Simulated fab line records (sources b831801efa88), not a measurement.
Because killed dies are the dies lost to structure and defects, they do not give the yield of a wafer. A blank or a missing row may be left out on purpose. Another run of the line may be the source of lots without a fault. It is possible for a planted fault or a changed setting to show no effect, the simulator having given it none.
fab line records / flow sky130
record: lots: 6 wafers: 18 last_day: 50
route steps=708 shown CAPM@550 METAL3@555
lots that met no fault: from a run of the same line without faults
start_h: hours from the record's first day to the start of the lot's first wafer shown / wait_h: hours since the lot's step before / " same as the row above / L1.1+2: a row that stands for several wafers / - either no value or no given start / * or withheld: withheld / < > ~ a bound
route shown NAME@n: names a module that has steps shown in the file, with the first one's number in the route / usual: average and standard deviation across the fault-free wafers / same: alike in all rows / chamber/n: place in a boat / sites: the reading at each site / _std_site: their standard deviation / _edge_site: mean of outer sites minus mean of inner sites / radius_mm: how far each site lies from the wafer's centre / mask NAME#n: copy n / behind: tool/chamber where the wafer was last shaped / hold: what put the lot on hold/how long, in hours/how the hold closed / device: transistor that didn't switch, given as n, p or np / end of line: tests of these same wafers at the route's end / where a step has no rows: the recipe by itself / killed: dies that structure and defects cost at the first sort, which is not the same as the wafer's yield / map: shows each die of a wafer: x if killed, . if not, _ if none is there
set.NAME: the setting the step ran with; set.NAME@STEP: the setting that earlier step ran with / model.NAME: the simulator's own value behind a step, which no gauge read
lots at selected steps of the route; one table per step, one row per wafer
services: the hour from which a tool's chamber was out of use, counted from the record's first day as start_h (under 0 if before that day), plus the number of hours and why
== steps ==
step: SKY_CAPM_METAL_ETCH_13
recipe: target_depth_nm: 220 stop_on: SiO2 chemistry: Cl2/BCl3 target: TiN pressure_mtorr: 10 icp_w: 900 bias_w: 48.5 Cl2_flow_sccm: 60 bcl3_flow_sccm: 30 time_s: 62.9
usual: bcl3_flow_sccm: 30.02/0.088 drypump_motor_current_A: 5.68/0.28 oes_product_au: 0.945/0.007 throttle_valve_pct: 21.899/0.0098
lot.wafer=L394.1 tool=rie_metal-01 chamber=1 start_h=910.26 wait_h=0.0 bcl3_flow_sccm=29.87 drypump_motor_current_A=5.86 oes_product_au=0.938 rf_hours_counter_h=13 throttle_valve_pct=21.913
lot.wafer=L394.3 tool=rie_metal-01 chamber=1 start_h=910.26 wait_h=0.0 bcl3_flow_sccm=29.84 drypump_motor_current_A=5.86 oes_product_au=0.941 rf_hours_counter_h=- throttle_valve_pct=21.876
lot.wafer=L394.4 tool=rie_metal-01 chamber=0 start_h=910.26 wait_h=0.0 bcl3_flow_sccm=30.16 drypump_motor_current_A=5.72 oes_product_au=0.941 rf_hours_counter_h=- throttle_valve_pct=21.931
lot.wafer=L395.1 tool=rie_metal-02 chamber=1 start_h=916.60 wait_h=0.0 bcl3_flow_sccm=30.02 drypump_motor_current_A=5.43 oes_product_au=0.955 rf_hours_counter_h=12 throttle_valve_pct=21.891
lot.wafer=L395.3 tool=rie_metal-02 chamber=0 start_h=916.60 wait_h=0.0 bcl3_flow_sccm=29.89 drypump_motor_current_A=6.06 oes_product_au=0.963 rf_hours_counter_h=- throttle_valve_pct=21.875
lot.wafer=L395.4 tool=rie_metal-02 chamber=1 start_h=916.60 wait_h=0.0 bcl3_flow_sccm=29.92 drypump_motor_current_A=5.47 oes_product_au=0.943 rf_hours_counter_h=- throttle_valve_pct=21.902
lot.wafer=L401.2 tool=rie_metal-02 chamber=1 start_h=966.16 wait_h=0.0 bcl3_flow_sccm=29.88 drypump_motor_current_A=5.46 oes_product_au=0.948 rf_hours_counter_h=15 throttle_valve_pct=21.899
lot.wafer=L401.3 tool=rie_metal-02 chamber=0 start_h=966.16 wait_h=0.0 bcl3_flow_sccm=29.89 drypump_motor_current_A=6.07 oes_product_au=0.949 rf_hours_counter_h=- throttle_valve_pct=21.881
lot.wafer=L401.4 tool=rie_metal-02 chamber=1 start_h=966.16 wait_h=0.0 bcl3_flow_sccm=30.11 drypump_motor_current_A=5.48 oes_product_au=0.948 rf_hours_counter_h=- throttle_valve_pct=21.896
lot.wafer=L402.2 tool=rie_metal-02 chamber=1 start_h=976.45 wait_h=0.0 bcl3_flow_sccm=29.89 drypump_motor_current_A=5.47 oes_product_au=0.945 rf_hours_counter_h=15 throttle_valve_pct=21.897
lot.wafer=L402.3 tool=rie_metal-02 chamber=0 start_h=976.45 wait_h=0.0 bcl3_flow_sccm=30.14 drypump_motor_current_A=6.08 oes_product_au=0.943 rf_hours_counter_h=- throttle_valve_pct=21.908
lot.wafer=L402.6 tool=rie_metal-02 chamber=0 start_h=976.45 wait_h=0.0 bcl3_flow_sccm=30.19 drypump_motor_current_A=6.04 oes_product_au=0.934 rf_hours_counter_h=- throttle_valve_pct=21.910
lot.wafer=L410.3 tool=rie_metal-02 chamber=0 start_h=1036.18 wait_h=0.0 bcl3_flow_sccm=29.94 drypump_motor_current_A=6.05 oes_product_au=0.951 rf_hours_counter_h=- throttle_valve_pct=21.893
lot.wafer=L410.4 tool=rie_metal-02 chamber=1 start_h=1036.18 wait_h=0.0 bcl3_flow_sccm=30.03 drypump_motor_current_A=5.48 oes_product_au=0.954 rf_hours_counter_h=- throttle_valve_pct=21.881
lot.wafer=L410.5 tool=rie_metal-02 chamber=0 start_h=1036.18 wait_h=0.0 bcl3_flow_sccm=29.98 drypump_motor_current_A=6.05 oes_product_au=0.956 rf_hours_counter_h=- throttle_valve_pct=21.889
lot.wafer=L412.2 tool=rie_metal-02 chamber=1 start_h=1045.17 wait_h=0.0 bcl3_flow_sccm=30.05 drypump_motor_current_A=5.47 oes_product_au=0.946 rf_hours_counter_h=- throttle_valve_pct=21.904
lot.wafer=L412.4 tool=rie_metal-02 chamber=1 start_h=1045.17 wait_h=0.0 bcl3_flow_sccm=30.04 drypump_motor_current_A=5.50 oes_product_au=0.945 rf_hours_counter_h=- throttle_valve_pct=21.891
lot.wafer=L412.5 tool=rie_metal-02 chamber=1 start_h=1045.17 wait_h=0.0 bcl3_flow_sccm=29.89 drypump_motor_current_A=5.47 oes_product_au=0.930 rf_hours_counter_h=- throttle_valve_pct=21.901
step: SKY_CAPM_STRIP_14
recipe: chemistry: O2/N2 power_w: 1400 pressure_mtorr: 1500 platen_temp_c: withheld o2_flow_sccm: 3000 n2_flow_sccm: 300 overash_fraction: 0.5
usual: drypump_motor_current_A: 5.2/0.42 oes_product_au: 0.710/0.0045 strip_time_to_endpoint_s: 12.65/0.052
lot.wafer=L394.1 tool=plasma_asher-01 chamber=1 start_h=910.33 wait_h=0.1 drypump_motor_current_A=4.6 oes_product_au=0.702 rf_hours_counter_h=77 strip_time_to_endpoint_s=12.61
lot.wafer=L394.3 tool=plasma_asher-01 chamber=0 start_h=910.33 wait_h=0.1 drypump_motor_current_A=5.9 oes_product_au=0.714 rf_hours_counter_h=- strip_time_to_endpoint_s=12.59
lot.wafer=L394.4 tool=plasma_asher-01 chamber=1 start_h=910.33 wait_h=0.1 drypump_motor_current_A=4.6 oes_product_au=0.716 rf_hours_counter_h=- strip_time_to_endpoint_s=12.57
lot.wafer=L395.1 tool=plasma_asher-03 chamber=0 start_h=916.68 wait_h=0.1 drypump_motor_current_A=5.4 oes_product_au=0.707 rf_hours_counter_h=46 strip_time_to_endpoint_s=12.63
lot.wafer=L395.3 tool=plasma_asher-03 chamber=0 start_h=916.68 wait_h=0.1 drypump_motor_current_A=5.4 oes_product_au=0.706 rf_hours_counter_h=- strip_time_to_endpoint_s=12.63
lot.wafer=L395.4 tool=plasma_asher-03 chamber=1 start_h=916.68 wait_h=0.1 drypump_motor_current_A=5.2 oes_product_au=0.708 rf_hours_counter_h=- strip_time_to_endpoint_s=12.63
lot.wafer=L401.2 tool=plasma_asher-01 chamber=0 start_h=966.23 wait_h=0.1 drypump_motor_current_A=5.9 oes_product_au=0.712 rf_hours_counter_h=83 strip_time_to_endpoint_s=12.76
lot.wafer=L401.3 tool=plasma_asher-01 chamber=0 start_h=966.23 wait_h=0.1 drypump_motor_current_A=5.9 oes_product_au=0.705 rf_hours_counter_h=- strip_time_to_endpoint_s=12.68
lot.wafer=L401.4 tool=plasma_asher-01 chamber=1 start_h=966.23 wait_h=0.1 drypump_motor_current_A=4.6 oes_product_au=0.707 rf_hours_counter_h=- strip_time_to_endpoint_s=12.73
lot.wafer=L402.2 tool=plasma_asher-04 chamber=1 start_h=976.53 wait_h=0.1 drypump_motor_current_A=5.2 oes_product_au=0.703 rf_hours_counter_h=24 strip_time_to_endpoint_s=12.68
lot.wafer=L402.3 tool=plasma_asher-04 chamber=1 start_h=976.53 wait_h=0.1 drypump_motor_current_A=5.2 oes_product_au=0.710 rf_hours_counter_h=- strip_time_to_endpoint_s=12.71
lot.wafer=L402.6 tool=plasma_asher-04 chamber=1 start_h=976.53 wait_h=0.1 drypump_motor_current_A=5.2 oes_product_au=0.716 rf_hours_counter_h=- strip_time_to_endpoint_s=12.65
lot.wafer=L410.3 tool=plasma_asher-04 chamber=0 start_h=1036.26 wait_h=0.1 drypump_motor_current_A=4.9 oes_product_au=0.694 rf_hours_counter_h=- strip_time_to_endpoint_s=12.68
lot.wafer=L410.4 tool=plasma_asher-04 chamber=1 start_h=1036.26 wait_h=0.1 drypump_motor_current_A=5.2 oes_product_au=0.708 rf_hours_counter_h=- strip_time_to_endpoint_s=12.66
lot.wafer=L410.5 tool=plasma_asher-04 chamber=1 start_h=1036.26 wait_h=0.1 drypump_motor_current_A=5.2 oes_product_au=0.715 rf_hours_counter_h=- strip_time_to_endpoint_s=12.66
lot.wafer=L412.2 tool=plasma_asher-03 chamber=1 start_h=1045.30 wait_h=0.1 drypump_motor_current_A=5.2 oes_product_au=0.716 rf_hours_counter_h=59 strip_time_to_endpoint_s=12.67
lot.wafer=L412.4 tool=plasma_asher-03 chamber=1 start_h=1045.30 wait_h=0.1 drypump_motor_current_A=5.2 oes_product_au=0.714 rf_hours_counter_h=- strip_time_to_endpoint_s=12.62
lot.wafer=L412.5 tool=plasma_asher-03 chamber=1 start_h=1045.30 wait_h=0.1 drypump_motor_current_A=5.2 oes_product_au=0.703 rf_hours_counter_h=- strip_time_to_endpoint_s=12.61
step: SKY_CAPM_STRIP_15
recipe: chemistry: post_etch_residue_remover time_s: 1200 temp_c: 72.5
step: SKY_CAPM_CLEAN_16
recipe: chemistry: IPA time_s: 180 temp_c: 25
step: SKY_CAPM_CLEAN_17
recipe: chemistry: O3/DIW dry: n2_spin
step: SKY_METAL3_DEHYDRATE_05
recipe: temp_c: 200 time_s: 60
step: SKY_METAL3_HMDS_06
recipe: prime_time_s: 60 prime_temp_c: 120
step: SKY_METAL3_COAT_07
recipe: resist: BARC temp_c: withheld time_s: withheld spin_rpm: 3000 resist_thk_nm: 60
step: SKY_METAL3_COAT_08
recipe: resist: KrF-thick spin_rpm: 3000 resist_thk_nm: 1140
step: SKY_METAL3_SOFTBAKE_09
recipe: temp_c: 100 time_s: 90 resist: KrF-thick
step: SKY_METAL3_EXPOSE_10
recipe: mask_id: MM3 na: 0.68 source_shape: annular sigma_inner: 0.4 sigma_outer: 0.8 target_cd_nm: 300 dose_mj: 28
step: SKY_METAL3_PEB_11
recipe: peb_temp_c: withheld peb_time_s: withheld resist: KrF-thick
step: SKY_METAL3_DEVELOP_12
recipe: develop_time_s: 60 resist: KrF-thick dev_temp_c: 21
usual: chill_plate_temp_C: 22.98/0.1 develop_time_s: 60/0 developer_temp_C: 21.01/0.095
lot.wafer=L394.1 tool=litho_track-04 chamber=0 start_h=936 wait_h=- chill_plate_temp_C=22.98 develop_time_s=60 developer_temp_C=21.10 model.KrF-thick_of_METAL3_COAT_08.thk_nm=1135
lot.wafer=L394.3 tool=litho_track-04 chamber=0 start_h=936 wait_h=- chill_plate_temp_C=23.04 develop_time_s=60 developer_temp_C=21.14 model.KrF-thick_of_METAL3_COAT_08.thk_nm=1132
lot.wafer=L394.4 tool=litho_track-04 chamber=0 start_h=936 wait_h=- chill_plate_temp_C=22.91 develop_time_s=60 developer_temp_C=20.94 model.KrF-thick_of_METAL3_COAT_08.thk_nm=1134
lot.wafer=L395.1 tool=litho_track-03 chamber=0 start_h=942 wait_h=- chill_plate_temp_C=22.89 develop_time_s=60 developer_temp_C=21.05 model.KrF-thick_of_METAL3_COAT_08.thk_nm=1126
lot.wafer=L395.3 tool=litho_track-03 chamber=0 start_h=942 wait_h=- chill_plate_temp_C=22.92 develop_time_s=60 developer_temp_C=21.16 model.KrF-thick_of_METAL3_COAT_08.thk_nm=1127
lot.wafer=L395.4 tool=litho_track-03 chamber=0 start_h=942 wait_h=- chill_plate_temp_C=22.80 develop_time_s=60 developer_temp_C=21.10 model.KrF-thick_of_METAL3_COAT_08.thk_nm=1129
lot.wafer=L401.2 tool=litho_track-04 chamber=- start_h=991 wait_h=- chill_plate_temp_C=- develop_time_s=- developer_temp_C=- model.KrF-thick_of_METAL3_COAT_08.thk_nm=1136
lot.wafer=L401.3 tool=litho_track-04 chamber=- start_h=991 wait_h=- chill_plate_temp_C=- develop_time_s=- developer_temp_C=- model.KrF-thick_of_METAL3_COAT_08.thk_nm=1135
lot.wafer=L401.4 tool=litho_track-04 chamber=- start_h=991 wait_h=- chill_plate_temp_C=- develop_time_s=- developer_temp_C=- model.KrF-thick_of_METAL3_COAT_08.thk_nm=1136
lot.wafer=L402.2 tool=litho_track-04 chamber=- start_h=1001 wait_h=- chill_plate_temp_C=- develop_time_s=- developer_temp_C=- model.KrF-thick_of_METAL3_COAT_08.thk_nm=1142
lot.wafer=L402.3 tool=litho_track-04 chamber=- start_h=1001 wait_h=- chill_plate_temp_C=- develop_time_s=- developer_temp_C=- model.KrF-thick_of_METAL3_COAT_08.thk_nm=1148
lot.wafer=L402.6 tool=litho_track-04 chamber=- start_h=1001 wait_h=- chill_plate_temp_C=- develop_time_s=- developer_temp_C=- model.KrF-thick_of_METAL3_COAT_08.thk_nm=1144
lot.wafer=L410.3 tool=litho_track-04 chamber=0 start_h=1068 wait_h=- chill_plate_temp_C=23.23 develop_time_s=60 developer_temp_C=21.03 model.KrF-thick_of_METAL3_COAT_08.thk_nm=1129
lot.wafer=L410.4 tool=litho_track-04 chamber=0 start_h=1068 wait_h=- chill_plate_temp_C=23.09 develop_time_s=60 developer_temp_C=20.99 model.KrF-thick_of_METAL3_COAT_08.thk_nm=1131
lot.wafer=L410.5 tool=litho_track-04 chamber=0 start_h=1068 wait_h=- chill_plate_temp_C=22.96 develop_time_s=60 developer_temp_C=21.02 model.KrF-thick_of_METAL3_COAT_08.thk_nm=1128
lot.wafer=L412.2 tool=litho_track-04 chamber=0 start_h=1068 wait_h=- chill_plate_temp_C=22.95 develop_time_s=60 developer_temp_C=21.12 model.KrF-thick_of_METAL3_COAT_08.thk_nm=1121
lot.wafer=L412.4 tool=litho_track-04 chamber=0 start_h=1068 wait_h=- chill_plate_temp_C=22.93 develop_time_s=60 developer_temp_C=20.92 model.KrF-thick_of_METAL3_COAT_08.thk_nm=1125
lot.wafer=L412.5 tool=litho_track-04 chamber=0 start_h=1068 wait_h=- chill_plate_temp_C=23.00 develop_time_s=60 developer_temp_C=21.00 model.KrF-thick_of_METAL3_COAT_08.thk_nm=1118
step: SKY_METAL3_CD_MEAS_13
recipe: target_cd_nm: 300
usual: cd_nm: 300.0/1.2
lot.wafer=L394.1 tool=cd_sem-01 chamber=- start_h=936.77 wait_h=- cd_nm=299.9
lot.wafer=L394.3 tool=cd_sem-01 chamber=- start_h=936.77 wait_h=- cd_nm=300.7
lot.wafer=L394.4 tool=cd_sem-01 chamber=- start_h=936.77 wait_h=- cd_nm=301.1
lot.wafer=L395.1 tool=cd_sem-01 chamber=- start_h=942.51 wait_h=- cd_nm=300.7
lot.wafer=L395.3 tool=cd_sem-01 chamber=- start_h=942.51 wait_h=- cd_nm=300.5
lot.wafer=L395.4 tool=cd_sem-01 chamber=- start_h=942.51 wait_h=- cd_nm=300.3
lot.wafer=L401.2 tool=cd_sem-02 chamber=- start_h=991.40 wait_h=- cd_nm=-
lot.wafer=L401.3 tool=cd_sem-02 chamber=- start_h=991.40 wait_h=- cd_nm=-
lot.wafer=L401.4 tool=cd_sem-02 chamber=- start_h=991.40 wait_h=- cd_nm=-
lot.wafer=L402.2 tool=cd_sem-01 chamber=- start_h=1001.29 wait_h=- cd_nm=-
lot.wafer=L402.3 tool=cd_sem-01 chamber=- start_h=1001.29 wait_h=- cd_nm=-
lot.wafer=L402.6 tool=cd_sem-01 chamber=- start_h=1001.29 wait_h=- cd_nm=-
lot.wafer=L410.3 tool=cd_sem-01 chamber=- start_h=1068.51 wait_h=- cd_nm=299.7
lot.wafer=L410.4 tool=cd_sem-01 chamber=- start_h=1068.51 wait_h=- cd_nm=300.6
lot.wafer=L410.5 tool=cd_sem-01 chamber=- start_h=1068.51 wait_h=- cd_nm=300.9
lot.wafer=L412.2 tool=cd_sem-01 chamber=- start_h=1068.84 wait_h=- cd_nm=298.7
lot.wafer=L412.4 tool=cd_sem-01 chamber=- start_h=1068.84 wait_h=- cd_nm=298.7
lot.wafer=L412.5 tool=cd_sem-01 chamber=- start_h=1068.84 wait_h=- cd_nm=299.6
== services ==
tool=rie_metal-02 chamber=0 start_h=969.93 hours=1.9 kind=repair
tool=litho_track-04 chamber=- start_h=1013.96 hours=- kind=consumable_replace:filter
tool=rie_metal-02 chamber=0 start_h=1044.71 hours=- kind=clean
tool=rie_metal-02 chamber=0 start_h=1044.71 hours=23.0 kind=scheduled_down
tool=rie_metal-02 chamber=0 start_h=1044.71 hours=23.0 kind=vent_cycle
== key ==
first_sign: step: SKY_METAL3_DEVELOP_12 reading: tool_record direction: missing
effect none on later readings
model_effect: step: SKY_METAL3_DEVELOP_12 value: KrF-thick_of_METAL3_COAT_08.thk_nm without: 1126 struck: 1140
met_at SKY_METAL3_DEVELOP_12
struck_wafers L401.2,L401.3,L401.4,L402.2,L402.3,L402.6
later_rows_left_out L401.2,L401.3,L401.4,L402.2,L402.3,L402.6
sort_left_out L401.2,L401.3,L401.4,L402.2,L402.3,L402.6
onset_between 936 991
fault: kind: skipped_step_whole tool: litho_track-04 chamber: - onset_h: 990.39 steps: SKY_METAL3_DEVELOP_12 scope: struck_lots_only
sort_left_out: the simulated sort isn't trusted on such a fault, so these wafers' sort isn't shown, and their yield isn't known
later_rows_left_out: the simulator's readings of these wafers behind a module that went badly wrong aren't trusted and aren't shown, but for the sort
